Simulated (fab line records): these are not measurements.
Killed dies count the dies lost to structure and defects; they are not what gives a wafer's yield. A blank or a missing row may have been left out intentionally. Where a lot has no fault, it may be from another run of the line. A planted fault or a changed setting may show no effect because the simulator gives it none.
What tool caused it? + flow sky130 + 14 lots, 42 wafers sampled, at 3 steps of a route of 708

WHAT THE GAUGES SHOWED, per wafer
SKY_RES_XHIGH_TW_MEAS_09.
| lot  | measured     | on            | RES_XHIGH_TW                  |
|------|--------------|---------------|-------------------------------|
| L731 | day 26 01:35 | film-metro-01 | 1620 1620 1624                |
| L732 | day 26 11:06 | film-metro-03 | 1639 1646 1639                |
| L734 | day 27 08:38 | film-metro-01 | 1636 1636 1644                |
| L735 | day 27 17:52 | film-metro-01 | 1634 1629 1631                |
| L736 | day 28 00:14 | film-metro-02 | 1604 1592 1609                |
| L737 | day 28 15:35 | film-metro-03 | 1635 1643 1635                |
| L739 | day 29 09:36 | film-metro-03 | 1632 1632 1618                |
| L740 | day 30 19:17 | film-metro-03 | 1635 1628 1623                |
| L742 | day 31 01:12 | film-metro-03 | 1623 1626 1641                |
| L744 | day 31 07:05 | film-metro-03 | 1640 1633 1633                |
| L748 | day 32 14:25 | film-metro-01 | 1647 1640 1631                |
| L749 | day 32 22:16 | film-metro-01 | 1328 1327 1331 1321 1328 1334 |
| L753 | day 33 23:07 | film-metro-02 | 1312 1308 1308 1313 1316 1310 |
| L754 | day 34 01:29 | film-metro-02 | 1600 1599 1612                |

SKY_SD_N_RS_MEAS_18: the measuring method here is four-point-probe.
| lot  | measured     | on            | RES_XHIGH_RS (ohm/sq)               |
|------|--------------|---------------|-------------------------------------|
| L731 | day 27 07:42 | film-metro-02 | 333.0 334.0 332.6                   |
| L732 | day 27 16:35 | film-metro-03 | 333.0 333.7 333.4                   |
| L734 | day 28 13:50 | film-metro-02 | 333.2 332.5 331.6                   |
| L735 | day 28 23:15 | film-metro-01 | 334.9 335.6 334.7                   |
| L736 | day 29 05:35 | film-metro-02 | 332.7 334.4 332.7                   |
| L737 | day 29 20:48 | film-metro-01 | 332.9 331.9 332.3                   |
| L739 | day 30 14:23 | film-metro-03 | 331.5 331.6 332.5                   |
| L740 | day 31 23:03 | film-metro-02 | 332.3 333.7 334.9                   |
| L742 | day 32 04:29 | film-metro-03 | 333.1 332.5 332.3                   |
| L744 | day 32 10:17 | film-metro-02 | 333.9 334.3 335.2                   |
| L748 | day 33 19:17 | film-metro-02 | 332.7 331.5 332.5                   |
| L749 | day 34 02:20 | film-metro-02 | 574.1 573.8 573.1 575.6 571.5 574.0 |
| L753 | day 35 02:34 | film-metro-02 | 569.8 569.1 567.6 567.9 570.2 568.6 |
| L754 | day 35 04:35 | film-metro-01 | 336.2 334.3 335.3                   |

TOOL THAT RAN EACH LOT (tool first, then ch and the chambers of the sampled wafers, then the start)
| lot  | SKY_RES_XHIGH_IMPLANT_07        |
|------|---------------------------------|
| L731 | implanter-03 ch 0, day 26 01:23 |
| L732 | implanter-01 ch 0, day 26 10:53 |
| L734 | implanter-03 ch 0, day 27 08:25 |
| L735 | implanter-01 ch 0, day 27 17:38 |
| L736 | implanter-01 ch 0, day 27 23:59 |
| L737 | implanter-02 ch 0, day 28 15:20 |
| L739 | implanter-03 ch 0, day 29 09:23 |
| L740 | implanter-01 ch 0, day 30 19:04 |
| L742 | implanter-03 ch 0, day 31 00:57 |
| L744 | implanter-02 ch 0, day 31 06:52 |
| L748 | implanter-01 ch 0, day 32 14:10 |
| L749 | implanter-03 ch 0, day 32 22:01 |
| L753 | implanter-03 ch 0, day 33 22:52 |
| L754 | implanter-02 ch 0, day 34 01:14 |
- SKY_RES_XHIGH_IMPLANT_07

AS READ BY THE TOOLS THEMSELVES (means over the sampled wafers that have a number; for cases with no such wafer, the mark the record gives instead)
SKY_RES_XHIGH_IMPLANT_07.
| lot  | tool         | beam-on-s (s) | dose-ions-cm2 | end-station-pressure-torr (Torr) |
|------|--------------|---------------|---------------|----------------------------------|
| L731 | implanter-03 | 41.1          | 3.596e+14     | 5.10e-06                         |
| L732 | implanter-01 | 38.2          | 3.593e+14     | 5.44e-06                         |
| L734 | implanter-03 | 42.1          | 3.596e+14     | 5.13e-06                         |
| L735 | implanter-01 | 38.1          | 3.602e+14     | 5.05e-06                         |
| L736 | implanter-01 | 38.6          | 3.600e+14     | 5.26e-06                         |
| L737 | implanter-02 | 37.2          | 3.596e+14     | 5.16e-06                         |
| L739 | implanter-03 | 41.1          | 3.598e+14     | 5.42e-06                         |
| L740 | implanter-01 | 37.8          | 3.604e+14     | 5.30e-06                         |
| L742 | implanter-03 | 41.3          | 3.596e+14     | 5.16e-06                         |
| L744 | implanter-02 | 37.3          | 3.601e+14     | 5.17e-06                         |
| L748 | implanter-01 | 39.0          | 3.596e+14     | 5.28e-06                         |
| L749 | implanter-03 | 21.2          | 1.821e+14     | 5.22e-06                         |
| L753 | implanter-03 | 21.1          | 1.829e+14     | 5.29e-06                         |
| L754 | implanter-02 | 37.3          | 3.598e+14     | 5.37e-06                         |

THE ANSWER, worked out from the rows above alone
Rule: what is usual is taken from the lots themselves. Put in order of their means at a reading, lots are off if they are a third of the lots or fewer, leave a main group of 4 or more, and stand apart from it by a gap of 3 or more times the standard deviation of the main group's means; of several such gaps the widest counts. A main group is skipped when, at the precision printed for the reading in the tables above, its means are all equal. Also off: a lot with no number at a reading for which 4 or more lots have one. Where the step has rows for the other lots, those lots are counted as sound. The gauges are gone through in route order, then the tools' own readings, and for those a lot's mean is taken as printed above. At the first step where some lot is off, the reading lying furthest off is the one used; lots without a number count as furthest.
Off: L749, L753, at SKY_RES_XHIGH_TW_MEAS_09 (RES_XHIGH_TW). Main group: mean 1628, sd 13.
A tool fits if, at a process step before that reading, it ran every lot that is off, and no sound lot after the first of them. Not tried: the gauges at SKY_RES_XHIGH_TW_MEAS_09; whatever is off there is also off at SKY_RES_XHIGH_IMPLANT_07, on other tools, and gauge error can't account for it. One fits: implanter-03 at SKY_RES_XHIGH_IMPLANT_07. A fault onset in the window from L742 (day 31 00:57, its last sound lot) to L749 (day 32 22:01, its first lot off) fits.
The tool's own readings at SKY_RES_XHIGH_IMPLANT_07 bear it out: on the lots that are off they differ by more than 5 times the standard deviation of the sound lots' means. beam-on-s reads 21.1 s there against 39.1 s on the sound lots; dose-ions-cm2 reads 1.825e+14 there against 3.598e+14 on the sound lots.

WHAT HAD BEEN PUT IN BY THE SIMULATOR
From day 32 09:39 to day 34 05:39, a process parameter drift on implanter-03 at SKY_RES_XHIGH_IMPLANT_07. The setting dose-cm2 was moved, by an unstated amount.
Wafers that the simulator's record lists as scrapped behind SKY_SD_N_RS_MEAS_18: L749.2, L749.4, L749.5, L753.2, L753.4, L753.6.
Shown lots that were struck: L749, L753. The rule above found the same.
